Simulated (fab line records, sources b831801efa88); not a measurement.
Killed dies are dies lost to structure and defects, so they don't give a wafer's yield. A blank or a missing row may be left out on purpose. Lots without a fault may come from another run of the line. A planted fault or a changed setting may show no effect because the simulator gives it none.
fab line records | flow sfq_line
record lots=6 wafers=18 last_day=92
route steps=325 shown M7@285 I7@296
lots that met no fault: from a run of the same line without faults
start_h: hours from the record's first day to the start of the lot's first wafer shown | wait_h: hours since the lot's step before | " the same as in the row above | L1.1+2: a row that stands for several wafers | - no value, or no start given | * or withheld: withheld | < > ~ a bound
route shown NAME@n: a module of which the file shows steps, and the number in the route of the first | usual: mean/standard deviation of fault-free wafers | same: alike in all rows | chamber/n: place in a boat | sites: the reading at each site | _std_site: their standard deviation | _edge_site: outer sites' mean less inner sites' | radius_mm: how far each site lies from the wafer's centre | mask NAME#n: copy n | behind: the tool/chamber that last shaped the wafer | hold: why the lot was held/for how many hours/how that ended | device: the transistor (n, p or np) that didn't switch | end of line: the same wafers' tests at the end of the route | a step without rows: its recipe alone | killed: dies lost to structure and defects at the first sort, not the wafer's yield | map: a wafer's dies, x killed, . not, _ none there
set.NAME: the setting as run; set.NAME@STEP: as run at that earlier step | model.NAME: the simulator's own value behind a step, which no gauge read
lots at some steps of the route; a table a step, a row a wafer
services: from which hour (start_h, from the record's first day; less than 0 if before it) a tool's chamber was out of use, for how many hours, and why
## steps
# step SFQ_TRILAYER_M7_LITHO_COAT_182
# recipe resist=BARC spin_rpm=3000 resist_thk_nm=62
# step SFQ_TRILAYER_M7_LITHO_COAT_177
# recipe resist=KrF spin_rpm=3000 resist_thk_nm=600
# step SFQ_TRILAYER_M7_LITHO_SOFTBAKE_181
# recipe temp_c=withheld time_s=withheld resist=KrF
# step SFQ_TRILAYER_M7_LITHO_EXPOSE_178
# recipe mask_id=M7 na=0.6 source_shape=conventional sigma_outer=0.65 target_cd_nm=500 dose_mj=14.4
# step SFQ_TRILAYER_M7_LITHO_PEB_180
# recipe peb_temp_c=115 peb_time_s=60 resist=KrF
# step SFQ_TRILAYER_M7_LITHO_DEVELOP_179
# recipe time_s=60 resist=KrF
# step SFQ_M7_OVL_MEAS_945
# usual M7_OVL=2/5.2
# columns lot.wafer tool chamber start_h wait_h M7_OVL[nm]
L118.1 overlay-01 - 1950.20 0.1 2
L118.5 " - " " 8
L118.6 " - " " 6
L121.1 overlay-01 - 1957.40 0.1 -2
L121.5 " - " " 2
L121.6 " - " " 2
L130.1 overlay-01 - 2076.25 0.1 -3
L130.3 " - " " -2
L130.4 " - " " 0
L131.1 overlay-02 - 2081.05 0.1 3
L131.5 " - " " -2
L131.6 " - " " 5
L137.1 overlay-02 - 2107.58 0.1 0
L137.3 " - " " -3
L137.5 " - " " -6
L139.3 overlay-01 - 2112.39 0.1 7
L139.4 " - " " 8
L139.5 " - " " 10
# step SFQ_TRILAYER_M7_BARC_OPEN_METAL_ETCH_229
# recipe mask_material=PR chemistry=O2 target_depth_nm=125 target=BARC icp_w=600 bias_w=80 pressure_mtorr=10 time_s=41.7
# usual drypump_motor_current_A=5.3/0.37 oes_product_au=0.686/0.0043 rf_fwd_power_W=593.9/2.8
# columns lot.wafer tool chamber start_h wait_h drypump_motor_current_A oes_product_au rf_fwd_power_W rf_hours_counter_h
L118.1 rie_metal-01 1 1950.24 0.0 5.4 0.683 596.6 38
L118.5 " 1 " " 5.4 0.679 596.2 -
L118.6 " 0 " " 5.8 0.685 595.0 -
L121.1 rie_metal-01 0 1957.44 0.0 5.8 0.680 595.0 20
L121.5 " 1 " " 5.4 0.691 595.5 -
L121.6 " 0 " " 5.8 0.684 593.7 -
L130.1 rie_metal-04 1 2076.29 0.0 5.3 0.683 590.0 116
L130.3 " 1 " " 5.3 0.680 587.7 -
L130.4 " 0 " " 5.0 0.685 592.3 -
L131.1 rie_metal-02 1 2081.09 0.0 4.7 0.680 593.7 111
L131.5 " 0 " " 5.7 0.685 595.9 -
L131.6 " 1 " " 4.7 0.681 595.1 -
L137.1 rie_metal-02 0 2107.61 0.0 5.7 0.693 597.4 111
L137.3 " 1 " " 4.7 0.684 598.6 -
L137.5 " 1 " " 4.7 0.691 596.6 -
L139.3 rie_metal-04 1 2112.43 0.0 5.3 0.690 590.0 -
L139.4 " 0 " " 5.1 0.685 590.4 -
L139.5 " 0 " " 5.1 0.684 590.2 -
# step SFQ_TRILAYER_M7_ETCH_METAL_ETCH_180
# recipe target=Nb stop_on=SiO2 mask_material=PR chemistry=Cl2/Ar target_depth_nm=240 icp_w=600 bias_w=80 pressure_mtorr=10 time_s=120
# usual drypump_motor_current_A=5.3/0.38 oes_product_au=0.894/0.0077 rf_fwd_power_W=597.1/1.9
# columns lot.wafer tool chamber start_h wait_h drypump_motor_current_A oes_product_au rf_fwd_power_W rf_hours_counter_h
L118.1 rie_metal-01 1 1950.30 0.0 5.4 0.884 598.2 38
L118.5 " 1 " " 5.4 0.886 595.4 -
L118.6 " 0 " " 5.9 0.881 597.8 -
L121.1 rie_metal-01 0 1957.50 0.0 5.8 0.894 594.6 20
L121.5 " 1 " " 5.4 0.891 596.9 -
L121.6 " 0 " " 5.8 0.892 598.0 -
L130.1 rie_metal-04 1 2076.35 0.0 5.3 0.890 597.5 116
L130.3 " 1 " " 5.3 0.892 597.2 -
L130.4 " 0 " " 5.0 0.893 592.5 -
L131.1 rie_metal-02 1 2081.15 0.0 4.7 0.906 595.8 111
L131.5 " 0 " " 5.7 0.902 597.8 -
L131.6 " 1 " " 4.7 0.894 597.9 -
L137.1 rie_metal-02 0 2107.67 0.0 5.6 0.891 597.7 111
L137.3 " 1 " " 4.7 0.896 599.1 -
L137.5 " 1 " " 4.7 0.883 597.9 -
L139.3 rie_metal-04 1 2112.52 0.1 5.3 0.892 593.3 -
L139.4 " 0 " " 5.1 0.897 596.3 -
L139.5 " 0 " " 5.1 0.899 598.9 -
# step SFQ_TRILAYER_M7_STRIP_STRIP_181
# recipe gas=O2 power_w=200 platen_temp_c=40 overash_fraction=0.65 chemistry=O2 pressure_mtorr=50
# usual drypump_motor_current_A=5.3/0.37 oes_product_au=0.997/0.012
# columns lot.wafer tool chamber start_h wait_h drypump_motor_current_A oes_product_au rf_hours_counter_h
L118.1 rie_metal-01 1 1950.42 0.1 5.4 0.990 38
L118.5 " 1 " " 5.4 0.997 -
L118.6 " 0 " " 5.8 0.978 -
L121.1 rie_metal-01 0 1957.62 0.1 5.8 0.985 20
L121.5 " 1 " " 5.4 0.995 -
L121.6 " 0 " " 5.8 0.983 -
L130.1 rie_metal-04 1 2076.47 0.1 5.3 0.994 116
L130.3 " 1 " " 5.3 0.977 -
L130.4 " 0 " " 5.1 1.002 -
L131.1 rie_metal-02 1 2081.27 0.1 4.7 1.008 111
L131.5 " 0 " " 5.7 0.994 -
L131.6 " 1 " " 4.7 1.020 -
L137.1 rie_metal-02 0 2107.80 0.1 5.7 1.002 111
L137.3 " 1 " " 4.7 1.008 -
L137.5 " 1 " " 4.7 1.003 -
L139.3 rie_metal-04 1 2112.80 0.2 5.3 0.992 -
L139.4 " 0 " " 5.0 1.000 -
L139.5 " 0 " " 5.1 1.001 -
# step SFQ_TRILAYER_M7_STRIP_SOLV_CLEAN_182
# recipe chemistry=NMP temp_c=70 time_s=600
# step SFQ_TRILAYER_I7_DEP_PECVD_183
# recipe material=SiO2 temp_c=150 time_s=111.11 pressure_torr=2.4 rf_w=183.3 precursor=SiH4/N2O target_thk_nm=500
# usual heater_power_w=88/16 rf_fwd_power_W=182.5/0.55 showerhead_vpp_V=846/32 throttle_valve_pct=25.4/1.3
# columns lot.wafer tool chamber start_h wait_h heater_power_w rf_fwd_power_W showerhead_vpp_V throttle_valve_pct model.SiO2_of_TRILAYER_I7_DEP_PECVD_183.thk_nm
L118.1 pecvd-03 0 1951.20 0.0 109 182.5 859 27.0 498.7
L118.5 " 2 " " 89 182.4 892 26.4 505.2
L118.6 " 0 " " 94 182.7 852 26.8 504.6
L121.1 pecvd-01 1 1958.40 0.0 76 183.2 841 28.1 486.9
L121.5 " 2 " " 100 182.1 815 26.5 500.9
L121.6 " 1 " " 80 182.6 829 27.9 498.8
L130.1 pecvd-01 0 2077.25 0.0 89 152.2 759 23.7 477.7
L130.3 " 1 " " 86 153.3 770 24.1 480.9
L130.4 " 1 " " 74 152.8 766 24.2 482.4
L131.1 pecvd-01 1 2082.05 0.0 88 152.7 764 24.1 470.9
L131.5 " 2 " " 122 153.2 749 24.6 479.1
L131.6 " 1 " " 88 152.7 774 24.3 474.3
L137.1 pecvd-03 1 2108.75 0.0 100 182.9 830 23.4 491.8
L137.3 " 0 " " 112 183.0 871 27.1 498.3
L137.5 " 2 " " 93 182.4 897 26.4 514.1
L139.3 pecvd-03 0 2113.37 0.0 109 182.7 859 26.7 496.7
L139.4 " 0 " " 109 183.0 857 26.9 506.4
L139.5 " 1 " " 106 183.1 836 23.5 507.6
# step SFQ_TRILAYER_I7_CMP_CMP_184
# recipe material=SiO2 down_force_psi=3 platen_rpm=60 pad_velocity_m_s=0.94248
# usual motor_current_A=9.6/0.6 slurry_flow_ml_min=150.0/0.46 time_to_endpoint_s=216/8.1
# columns lot.wafer tool chamber start_h wait_h motor_current_A slurry_flow_ml_min time_to_endpoint_s
L118.1 cmp-02 0 1952.82 1.6 10.2 149.2 219
L118.6 " 1 " " 9.9 149.7 210
L118.5 " 2 " " 9.2 150.5 224
L121.1 cmp-01 2 1960.79 2.4 9.3 149.8 204
L121.5 " 3 " " 10.2 150.0 207
L121.6 " 0 " " 9.1 150.2 210
L130.4 cmp-02 3 2077.33 0.0 9.5 149.4 196
L130.3 " 1 2078.33 1.0 9.5 149.8 198
L130.1 " 2 " " 9.9 150.5 199
L131.1 cmp-01 0 2083.13 1.0 8.9 150.1 198
L131.6 " 2 2084.13 2.0 9.3 149.7 199
L131.5 " 3 " " 10.6 150.8 202
L137.1 cmp-01 1 2109.27 0.5 8.8 150.3 215
L137.3 " 2 " " 8.8 149.4 223
L137.5 " 1 2111.27 2.4 9.0 149.4 230
L139.3 cmp-02 1 2118.23 4.8 10.4 150.6 209
L139.4 " 3 2119.23 5.8 9.5 150.6 218
L139.5 " 2 2120.73 7.3 10.1 150.6 229
## services
# columns tool chamber start_h hours kind
cmp-01 - 1931.23 0.9 repair
cmp-01 - 1934.02 0.3 repair
cmp-01 - 1934.13 0.6 repair
cmp-01 - 1946.29 4.0 pm
pecvd-03 1 1950.20 10.1 repair
cmp-02 - 1957.32 5.1 pm
cmp-02 - 1962.52 0.8 repair
rie_metal-01 - 1977.70 1.4 pm
rie_metal-04 0 1979.66 8.0 repair
pecvd-01 - 1991.37 3.3 repair
rie_metal-04 0 1997.42 15.0 repair
cmp-01 - 2000.57 17.8 pm
rie_metal-02 - 2012.62 0.6 repair
pecvd-03 - 2016.32 1.7 repair
rie_metal-02 - 2017.25 2.8 pm
cmp-02 - 2031.68 6.3 pm
cmp-01 - 2033.77 1.1 repair
cmp-01 - 2037.63 0.3 repair
cmp-02 - 2042.40 0.4 repair
pecvd-01 - 2055.75 14.0 pm
pecvd-01 - 2059.74 0.3 repair
cmp-02 - 2096.60 0.8 repair
cmp-02 - 2111.23 4.0 pm
cmp-01 - 2119.67 7.8 repair
## key
first_sign step=SFQ_TRILAYER_I7_DEP_PECVD_183 reading=rf_fwd_power_W direction=down sigmas=54 usual=182.5 struck=152.8
effect step=SFQ_TRILAYER_I7_DEP_PECVD_183 reading=showerhead_vpp_V direction=down sigmas=2.6 usual=846 struck=764
model_effect step=SFQ_TRILAYER_I7_DEP_PECVD_183 value=SiO2_of_TRILAYER_I7_DEP_PECVD_183.thk_nm without=503 struck=477.6
met_at SFQ_TRILAYER_I7_DEP_PECVD_183
struck_wafers L130.1,L130.3,L130.4,L131.1,L131.5,L131.6
onset_between 1958.40 2077.25
fault kind=process_parameter_drift tool=pecvd-01 chamber=- onset_h=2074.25 steps=SFQ_TRILAYER_I7_DEP_PECVD_183 channel=rf_w offset=-29.328 shape=step end_h=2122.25 acts_in=these_recipes_only stated=183.3
